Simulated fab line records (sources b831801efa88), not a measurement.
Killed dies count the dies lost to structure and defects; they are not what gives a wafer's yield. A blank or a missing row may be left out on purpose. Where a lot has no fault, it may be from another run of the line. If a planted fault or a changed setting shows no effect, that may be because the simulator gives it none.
fab line records ; flow gf180mcu
record: lots: 15; wafers: 45; last-day: 34
route steps=602 shown STI@25 DNWELL@40 NWELL@48 MVPSD@85
lots untouched by any fault: they come from a run of this same line in which no faults occurred
start-h: hours from the record's first day to the start of the lot's first wafer shown ; wait-h: hours elapsed since this lot's preceding step ; " identical to the entry in the row above ; L1.1+2: a single row standing in for several wafers ; - no value, or no start was given ; * or withheld: withheld ; < > ~ a bound
route shown NAME@n: a module of which the file shows steps, and the number in the route of the first ; usual: mean/standard deviation taken from wafers without a fault ; same: alike in all rows ; chamber/n: place in a boat ; sites: each site's reading ; _std_site: standard deviation across them ; _edge_site: the outer-site mean with the inner-site mean subtracted ; radius-mm: how far each site lies from the wafer's centre ; mask NAME#n: copy n ; behind: the most recent tool/chamber to have shaped the wafer ; hold: cause of the lot's hold/its duration in hours/its outcome ; device: the transistor (n, p or np) that didn't switch ; end of line: the tests these same wafers got at the end of their route ; step lacking rows: just its recipe ; killed: dies lost to structure and defects at the first sort, not the wafer's yield ; map: a wafer's dies, marking killed ones x, the rest . and places with no die _
set.NAME: the setting as run; set.NAME@STEP: as run at that earlier step ; model.NAME: the simulator's own value behind a step, which no gauge read
the route's steps for a sample of lots (tables are steps, rows are wafers)
services: a tool's chamber out of use, with start hour (start-h, from the record's first day; less than 0 if before it), hours out, and reason
== steps ==
step: GF_STI_THK_MEAS_24
recipe: reads: SiO2_of_STI_CVD_23
usual: STI_CVD_23_THK: 654/6
lot.wafer;tool;chamber;start-h;wait-h;STI_CVD_23_THK[nm]
L749.4;film-metro-04;-;27.81;0.0;640
L749.5;film-metro-04;-;27.81;0.0;645
L749.6;film-metro-04;-;27.81;0.0;647
L750.3;film-metro-02;-;31.92;0.1;655
L750.4;film-metro-02;-;31.92;0.1;650
L750.5;film-metro-02;-;31.92;0.1;648
L751.1;film-metro-02;-;41.00;0.0;661
L751.2;film-metro-02;-;41.00;0.0;656
L751.6;film-metro-02;-;41.00;0.0;666
L754.2;film-metro-04;-;55.25;0.0;651
L754.4;film-metro-04;-;55.25;0.0;644
L754.5;film-metro-04;-;55.25;0.0;641
L756.2;film-metro-04;-;67.96;0.0;653
L756.3;film-metro-04;-;67.96;0.0;661
L756.4;film-metro-04;-;67.96;0.0;656
L757.4;film-metro-02;-;71.48;0.0;655
L757.5;film-metro-02;-;71.48;0.0;655
L757.6;film-metro-02;-;71.48;0.0;664
L758.1;film-metro-02;-;74.40;0.0;658
L758.3;film-metro-02;-;74.40;0.0;655
L758.4;film-metro-02;-;74.40;0.0;658
L761.1;film-metro-02;-;89.37;0.1;656
L761.3;film-metro-02;-;89.37;0.1;654
L761.4;film-metro-02;-;89.37;0.1;654
L762.3;film-metro-01;-;94.88;0.1;653
L762.4;film-metro-01;-;94.88;0.1;649
L762.5;film-metro-01;-;94.88;0.1;655
L763.1;film-metro-02;-;98.59;0.0;653
L763.3;film-metro-02;-;98.59;0.0;657
L763.6;film-metro-02;-;98.59;0.0;658
L765.3;film-metro-04;-;110.03;0.1;655
L765.5;film-metro-04;-;110.03;0.1;660
L765.6;film-metro-04;-;110.03;0.1;653
L766.2;film-metro-04;-;115.68;0.0;653
L766.4;film-metro-04;-;115.68;0.0;654
L766.6;film-metro-04;-;115.68;0.0;661
L770.2;film-metro-01;-;135.91;0.0;657
L770.4;film-metro-01;-;135.91;0.0;655
L770.5;film-metro-01;-;135.91;0.0;653
L771.1;film-metro-04;-;141.20;0.0;659
L771.5;film-metro-04;-;141.20;0.0;652
L771.6;film-metro-04;-;141.20;0.0;654
L772.1;film-metro-04;-;149.22;0.0;662
L772.2;film-metro-04;-;149.22;0.0;656
L772.4;film-metro-04;-;149.22;0.0;644
step: GF_DNWELL_STRIP_08
recipe: chemistry: O2/N2; power-w: 1400; pressure-mtorr: 1500; platen-temp-c: 250; o2-flow-sccm: 3000; n2-flow-sccm: 300; overash-fraction: 0.5
usual: drypump-motor-current-A: 5.9/0.43; heater-power-w: 343/38; oes-product-au: 0.722/0.0046; strip-time-to-endpoint-s: 36.96/0.12
lot.wafer;tool;chamber;start-h;wait-h;drypump-motor-current-A;heater-power-w;oes-product-au;rf-hours-counter-h;strip-time-to-endpoint-s
L749.4;plasma-asher-01;0;42.59;0.1;6.4;325;0.723;-;37.02
L749.5;plasma-asher-01;1;42.59;0.1;6.1;304;0.719;-;37.01
L749.6;plasma-asher-01;0;42.59;0.1;6.4;319;0.723;-;37.02
L750.3;plasma-asher-01;1;46.29;0.1;6.1;309;0.725;-;37.01
L750.4;plasma-asher-01;0;46.29;0.1;6.4;322;0.728;-;36.97
L750.5;plasma-asher-01;0;46.29;0.1;6.4;327;0.715;-;36.99
L751.1;plasma-asher-01;0;59.46;0.1;6.4;322;0.720;40;36.88
L751.2;plasma-asher-01;1;59.46;0.1;6.1;296;0.720;40;36.93
L751.6;plasma-asher-01;1;59.46;0.1;6.1;314;0.720;-;36.86
L754.2;plasma-asher-02;0;71.06;0.1;6.4;393;0.721;41;36.92
L754.4;plasma-asher-02;1;71.06;0.1;5.4;380;0.730;-;36.94
L754.5;plasma-asher-02;0;71.06;0.1;6.4;405;0.721;-;36.77
L756.2;plasma-asher-01;0;83.61;0.1;6.4;327;0.721;42;37.13
L756.3;plasma-asher-01;1;83.61;0.1;6.1;309;0.720;-;37.17
L756.4;plasma-asher-01;0;83.61;0.1;6.4;324;0.722;-;37.09
L757.4;plasma-asher-03;0;87.30;0.1;5.4;298;0.717;-;36.81
L757.5;plasma-asher-03;1;87.30;0.1;5.8;356;0.725;-;36.76
L757.6;plasma-asher-03;0;87.30;0.1;5.4;292;0.720;-;36.85
L758.1;plasma-asher-01;0;90.76;0.1;6.4;320;0.723;43;36.79
L758.3;plasma-asher-01;1;90.76;0.1;6.1;311;0.721;-;36.92
L758.4;plasma-asher-01;0;90.76;0.1;6.4;315;0.720;-;36.91
L761.1;plasma-asher-02;0;106.26;0.1;6.5;398;0.723;45;36.90
L761.3;plasma-asher-02;0;106.26;0.1;6.5;393;0.721;-;36.95
L761.4;plasma-asher-02;1;106.26;0.1;5.4;382;0.726;-;36.92
L762.3;plasma-asher-01;0;112.05;0.1;6.4;323;0.723;-;36.88
L762.4;plasma-asher-01;1;112.05;0.1;6.1;308;0.724;-;36.76
L762.5;plasma-asher-01;0;112.05;0.1;6.4;327;0.725;-;36.78
L763.1;plasma-asher-03;1;115.52;0.1;5.8;352;0.718;33;37.13
L763.3;plasma-asher-03;1;115.52;0.1;5.8;348;0.720;-;37.11
L763.6;plasma-asher-03;0;115.52;0.1;5.4;294;0.725;-;37.14
L765.3;plasma-asher-03;0;127.50;0.1;5.4;302;0.723;-;37.07
L765.5;plasma-asher-03;1;127.50;0.1;5.8;354;0.723;-;36.97
L765.6;plasma-asher-03;0;127.50;0.1;5.4;290;0.721;-;37.04
L766.2;plasma-asher-03;1;133.01;0.1;5.8;353;0.733;35;36.97
L766.4;plasma-asher-03;1;133.01;0.1;5.8;350;0.715;-;37.04
L766.6;plasma-asher-03;0;133.01;0.1;5.4;299;0.728;-;36.93
L770.2;plasma-asher-02;1;154.66;0.1;5.4;368;0.719;4;36.98
L770.4;plasma-asher-02;0;154.66;0.1;6.5;418;0.726;-;36.99
L770.5;plasma-asher-02;1;154.66;0.1;5.4;373;0.729;-;37.00
L771.1;plasma-asher-03;0;159.31;0.1;5.4;293;0.726;38;36.99
L771.5;plasma-asher-03;1;159.31;0.1;5.8;345;0.724;-;37.04
L771.6;plasma-asher-03;0;159.31;0.1;5.4;300;0.724;-;37.05
L772.1;plasma-asher-03;1;169.10;0.1;5.8;358;0.726;39;37.06
L772.2;plasma-asher-03;0;169.10;0.1;5.4;293;0.718;39;37.01
L772.4;plasma-asher-03;0;169.10;0.1;5.4;302;0.721;-;37.16
step: GF_NWELL_DEVELOP_06
recipe: wall-angle-deg: 90; develop-time-s: 60; dev-temp-c: 23
usual: chill-plate-temp-C: 22.97/0.11; develop-time-s: 60/0
lot.wafer;tool;chamber;start-h;wait-h;chill-plate-temp-C;develop-time-s
L749.4;litho-track-04;0;53;-;23.09;60
L749.5;litho-track-04;0;53;-;22.96;60
L749.6;litho-track-04;0;53;-;22.94;60
L750.3;litho-track-04;0;57;-;22.96;60
L750.4;litho-track-04;0;57;-;22.98;60
L750.5;litho-track-04;0;57;-;22.92;60
L751.1;litho-track-04;0;72;-;22.89;60
L751.2;litho-track-04;0;72;-;23.09;60
L751.6;litho-track-04;0;72;-;23.06;60
L754.2;litho-track-03;0;84;-;22.90;60
L754.4;litho-track-03;0;84;-;22.85;60
L754.5;litho-track-03;0;84;-;22.81;60
L756.2;litho-track-01;-;97;-;-;-
L756.3;litho-track-01;-;97;-;-;-
L756.4;litho-track-01;-;97;-;-;-
L757.4;litho-track-01;-;100;-;-;-
L757.5;litho-track-01;-;100;-;-;-
L757.6;litho-track-01;-;100;-;-;-
L758.1;litho-track-04;-;104;-;-;-
L758.3;litho-track-04;-;104;-;-;-
L758.4;litho-track-04;-;104;-;-;-
L761.1;litho-track-01;0;120;-;22.94;60
L761.3;litho-track-01;0;120;-;22.89;60
L761.4;litho-track-01;0;120;-;22.91;60
L762.3;litho-track-03;0;126;-;22.80;60
L762.4;litho-track-03;0;126;-;22.83;60
L762.5;litho-track-03;0;126;-;23.00;60
L763.1;litho-track-01;0;130;-;23.08;60
L763.3;litho-track-01;0;131;-;22.96;60
L763.6;litho-track-01;0;131;-;22.98;60
L765.3;litho-track-04;0;142;-;22.95;60
L765.5;litho-track-04;0;143;-;23.02;60
L765.6;litho-track-04;0;143;-;23.04;60
L766.2;litho-track-04;0;148;-;22.86;60
L766.4;litho-track-04;0;148;-;23.04;60
L766.6;litho-track-04;0;149;-;22.82;60
L770.2;litho-track-03;0;171;-;22.86;60
L770.4;litho-track-03;0;171;-;22.87;60
L770.5;litho-track-03;0;171;-;23.06;60
L771.1;litho-track-01;0;175;-;22.96;60
L771.5;litho-track-01;0;175;-;23.03;60
L771.6;litho-track-01;0;175;-;22.84;60
L772.1;litho-track-04;0;185;-;23.06;60
L772.2;litho-track-04;0;185;-;22.91;60
L772.4;litho-track-04;0;185;-;23.06;60
step: GF_MVPSD_OVL_MEAS_07
usual: MVPSD_OVL: 1.9/1.5
lot.wafer;tool;chamber;start-h;wait-h;MVPSD_OVL[nm]
L749.4;overlay-02;-;93.49;-;3.9
L749.5;overlay-02;-;93.49;-;3.4
L749.6;overlay-02;-;93.49;-;2.8
L750.3;overlay-02;-;99.28;-;2.3
L750.4;overlay-02;-;99.28;-;-0.2
L750.5;overlay-02;-;99.28;-;0.3
L751.1;overlay-02;-;115.16;-;-0.7
L751.2;overlay-02;-;115.16;-;1.3
L751.6;overlay-02;-;115.16;-;-0.5
L754.2;overlay-01;-;128.81;-;3.1
L754.4;overlay-01;-;128.81;-;2.7
L754.5;overlay-01;-;128.81;-;2.2
L756.2;overlay-01;-;143.02;-;0.5
L756.3;overlay-01;-;143.02;-;1.1
L756.4;overlay-01;-;143.02;-;-0.4
L757.4;overlay-02;-;147.87;-;4.2
L757.5;overlay-02;-;147.87;-;3.7
L757.6;overlay-02;-;147.87;-;4.4
L758.1;overlay-01;-;149.92;-;1.9
L758.3;overlay-01;-;149.92;-;-0.6
L758.4;overlay-01;-;149.92;-;2.4
L761.1;overlay-02;-;167.01;-;2.8
L761.3;overlay-02;-;167.01;-;2.0
L761.4;overlay-02;-;167.01;-;1.2
L762.3;overlay-01;-;174.32;-;1.7
L762.4;overlay-01;-;174.32;-;2.5
L762.5;overlay-01;-;174.32;-;1.2
L763.1;overlay-01;-;181.05;-;2.8
L763.3;overlay-01;-;181.05;-;4.5
L763.6;overlay-01;-;181.05;-;3.2
L765.3;overlay-01;-;191.63;-;0.4
L765.5;overlay-01;-;191.63;-;4.0
L765.6;overlay-01;-;191.63;-;2.7
L766.2;overlay-01;-;198.42;-;4.2
L766.4;overlay-01;-;198.42;-;5.0
L766.6;overlay-01;-;198.42;-;4.7
L770.2;overlay-02;-;223.22;-;1.9
L770.4;overlay-02;-;223.22;-;0.8
L770.5;overlay-02;-;223.22;-;1.8
L771.1;overlay-01;-;226.27;-;2.4
L771.5;overlay-01;-;226.27;-;1.1
L771.6;overlay-01;-;226.27;-;1.2
L772.1;overlay-01;-;237.00;-;1.3
L772.2;overlay-01;-;237.00;-;-0.1
L772.4;overlay-01;-;237.00;-;0.3
== services ==
tool;chamber;start-h;hours;kind
plasma-asher-02;-;108.75;9.0;pm
plasma-asher-02;0;108.75;9.0;vent-cycle
plasma-asher-02;1;108.75;9.0;vent-cycle
plasma-asher-02;0;117.75;-;clean
plasma-asher-02;1;117.75;-;clean
== key ==
first-sign: step: GF_NWELL_DEVELOP_06; reading: tool-record; direction: missing
effect none on later readings
met-at GF_NWELL_DEVELOP_06
struck-lots L756,L757,L758
sort-left-out L756.2,L756.3,L756.4,L757.4,L757.5,L757.6,L758.1,L758.3,L758.4
tester-left-out L756,L757,L758
not-acting-at GF_STI_THK_MEAS_24,GF_DNWELL_STRIP_08,GF_MVPSD_OVL_MEAS_07
onset-between 72 97
fault: kind: skipped-step-whole; tool: litho-track-01,litho-track-04; chamber: -; onset-h: 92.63; steps: GF_NWELL_DEVELOP_06; scope: struck-lots-only
tester-left-out: of these lots the tester's yield and bins aren't shown, on N5 and GAA mostly nor the transistor test; their killed dies are dies lost to structure and defects alone, not to doping, threshold or leakage, so they don't give the yield
sort-left-out: the simulated sort isn't trusted on such a fault, so these wafers' sort isn't shown, and their yield isn't known
